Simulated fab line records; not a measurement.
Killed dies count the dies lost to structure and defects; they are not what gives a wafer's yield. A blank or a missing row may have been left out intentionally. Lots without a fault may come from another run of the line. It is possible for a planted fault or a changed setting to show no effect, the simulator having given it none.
The tool behind it: which one? -- flow gf180mcu -- 11 lots with 33 wafers sampled at 5 steps, on a route of 602 steps

## WHAT THE GAUGES SHOWED, per wafer
GF_TOP_METAL_THK_MEAS_06: measures by xrf.
lot,measured,on,TOP_METAL_ALCU_THK (nm)
L861,day 27 15:01,film-metro-03,889 894 898
L864,day 28 12:51,film-metro-03,901 908 898
L867,day 29 07:29,film-metro-03,886 896 888
L870,day 30 05:25,film-metro-03,885 899 902
L871,day 30 10:46,film-metro-02,905 907 916
L873,day 30 22:52,film-metro-03,905 900 884
L875,day 31 15:01,film-metro-02,901 885 879
L876,day 31 17:26,film-metro-01,898 895 902
L877,day 31 23:35,film-metro-01,888 903 899
L882,day 33 04:25,film-metro-02,906 905 915
L884,day 33 15:08,film-metro-02,901 898 890

GF_PASSIVATION_THK_MEAS_01.
lot,measured,on,PASSIVATION_CVD_00_THK (nm)
L861,day 28 12:34,film-metro-04,984 996 1007
L864,day 29 08:14,film-metro-03,996 1004 1016
L867,day 30 03:51,film-metro-01,984 1009 1005
L870,day 31 00:31,film-metro-04,995 1005 1000
L871,day 31 05:04,film-metro-04,1002 984 1004
L873,day 31 18:10,film-metro-03,975 995 1007
L875,day 32 08:58,film-metro-01,988 1016 999
L876,day 32 10:37,film-metro-03,987 999 1006
L877,day 32 16:52,film-metro-04,1011 1006 1032
L882,day 33 20:38,film-metro-01,1102 1102 1116
L884,day 34 07:16,film-metro-01,1114 1120 1130

## WHICH TOOL RAN EACH LOT (tool, then ch and the chambers of the sampled wafers, then the start)
lot,GF_V5_SPUTTER_22,GF_TOP_METAL_SPUTTER_01,GF_PASSIVATION_CVD_00
L861,"pvd-sputter-01, day 27 14:02","pvd-sputter-04, day 27 14:46","pecvd-03 ch 0,1,2, day 28 12:28"
L864,"pvd-sputter-01, day 28 11:52","pvd-sputter-01, day 28 12:36","pecvd-03 ch 0,1, day 29 08:09"
L867,"pvd-sputter-03, day 29 06:30","pvd-sputter-02, day 29 07:14","pecvd-04 ch 0,2, day 30 03:45"
L870,"pvd-sputter-01, day 30 04:22","pvd-sputter-01, day 30 05:10","pecvd-03 ch 0,1,2, day 31 00:27"
L871,"pvd-sputter-03, day 30 09:47","pvd-sputter-04, day 30 10:31","pecvd-02 ch 0,1, day 31 05:00"
L873,"pvd-sputter-02, day 30 21:54","pvd-sputter-01, day 30 22:38","pecvd-02 ch 0,1,2, day 31 18:05"
L875,"pvd-sputter-02, day 31 14:01","pvd-sputter-02, day 31 14:45","pecvd-04 ch 0,1,2, day 32 08:52"
L876,"pvd-sputter-02, day 31 16:27","pvd-sputter-04, day 31 17:11","pecvd-03 ch 1,2, day 32 10:31"
L877,"pvd-sputter-03, day 31 22:37","pvd-sputter-01, day 31 23:21","pecvd-03 ch 1,2, day 32 16:47"
L882,"pvd-sputter-02, day 33 03:27","pvd-sputter-04, day 33 04:11","pecvd-02 ch 1,2, day 33 20:33"
L884,"pvd-sputter-03, day 33 14:10","pvd-sputter-02, day 33 14:54","pecvd-02 ch 1,2, day 34 07:11"
- GF_V5_SPUTTER_22: material TiN, target thk 10 nm, time 40 s.
- GF_TOP_METAL_SPUTTER_01: material TiN, target thk 30 nm, time 25 s.
- GF_PASSIVATION_CVD_00: deposits SiO2 from TEOS, target thk 1000 nm, time 111.95 s.

## WHAT THE TOOLS THEMSELVES READ (means of the sampled wafers that have a number; where no wafer has one, the mark that the record gives instead)
GF_V5_SPUTTER_22.
lot,tool,throttle-valve-pct (%)
L861,pvd-sputter-01,29.5
L864,pvd-sputter-01,29.9
L867,pvd-sputter-03,30.0
L870,pvd-sputter-01,29.7
L871,pvd-sputter-03,29.8
L873,pvd-sputter-02,29.5
L875,pvd-sputter-02,29.5
L876,pvd-sputter-02,30.4
L877,pvd-sputter-03,29.5
L882,pvd-sputter-02,29.6
L884,pvd-sputter-03,29.8

GF_TOP_METAL_SPUTTER_01.
lot,tool,throttle-valve-pct (%)
L861,pvd-sputter-04,30.1
L864,pvd-sputter-01,29.6
L867,pvd-sputter-02,30.0
L870,pvd-sputter-01,29.9
L871,pvd-sputter-04,30.2
L873,pvd-sputter-01,29.7
L875,pvd-sputter-02,29.5
L876,pvd-sputter-04,30.1
L877,pvd-sputter-01,29.9
L882,pvd-sputter-04,29.7
L884,pvd-sputter-02,30.1

GF_PASSIVATION_CVD_00.
lot,tool,heater-power-w (W),rf-fwd-power-W (W),susceptor-temp-C (C)
L861,pecvd-03,696,598.9,400.24
L864,pecvd-03,669,597.3,400.03
L867,pecvd-04,600,596.0,400.07
L870,pecvd-03,664,597.0,399.95
L871,pecvd-02,689,593.9,400.14
L873,pecvd-02,726,599.2,399.97
L875,pecvd-04,708,597.2,400.14
L876,pecvd-03,597,595.2,400.03
L877,pecvd-03,653,596.9,400.04
L882,pecvd-02,634,836.8,400.28
L884,pecvd-02,610,836.5,400.02

## THE ANSWER, worked out from the rows above alone
Rule: the usual values come from the lots themselves. The widest of any qualifying gaps counts: lots, ordered by their means at a reading, are off when they make up no more than a third of the lots, leave a main group of 4 or more, and stand apart from it by 3 or more times the standard deviation of that group's means. If all means in a main group match to the digits the tables above print for the reading, that group is not used. Also off: a lot with no number at a reading for which 4 or more lots have one. The other lots that the step has rows for count as sound. After the gauges, taken in route order, come the tools' own readings; for these a lot's mean is taken, as printed above. At the first step where some lot is off, the reading lying furthest off is the one used; lots without a number count as furthest.
Off: at GF_PASSIVATION_THK_MEAS_01 (PASSIVATION_CVD_00_THK), L882, L884. Mean 1000 nm and standard deviation 6.6 in the main group.
If a tool, at a process step before that reading, ran all the lots that are off and no sound lot after the first of them, it fits. Not tried: the gauges at GF_PASSIVATION_THK_MEAS_01; whatever is off there is also off at GF_PASSIVATION_CVD_00, on other tools, and gauge error can't account for it. One fits: GF_PASSIVATION_CVD_00 on pecvd-02. Its last sound lot is L873 (day 31 18:05), its first lot that is off L882 (day 33 20:33): a fault that began between those two fits.
The tool's own readings at GF_PASSIVATION_CVD_00 bear it out: on the lots that are off they differ by more than 5 times the standard deviation of the sound lots' means. rf-fwd-power-W reads 836.6 W there against 596.8 W on the sound lots.

## WHAT HAD BEEN PUT IN BY THE SIMULATOR
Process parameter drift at GF_PASSIVATION_CVD_00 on pecvd-02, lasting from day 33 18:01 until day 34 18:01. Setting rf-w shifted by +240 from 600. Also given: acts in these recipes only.
Shown lots that were struck: L882, L884. The rule above reached the same finding.
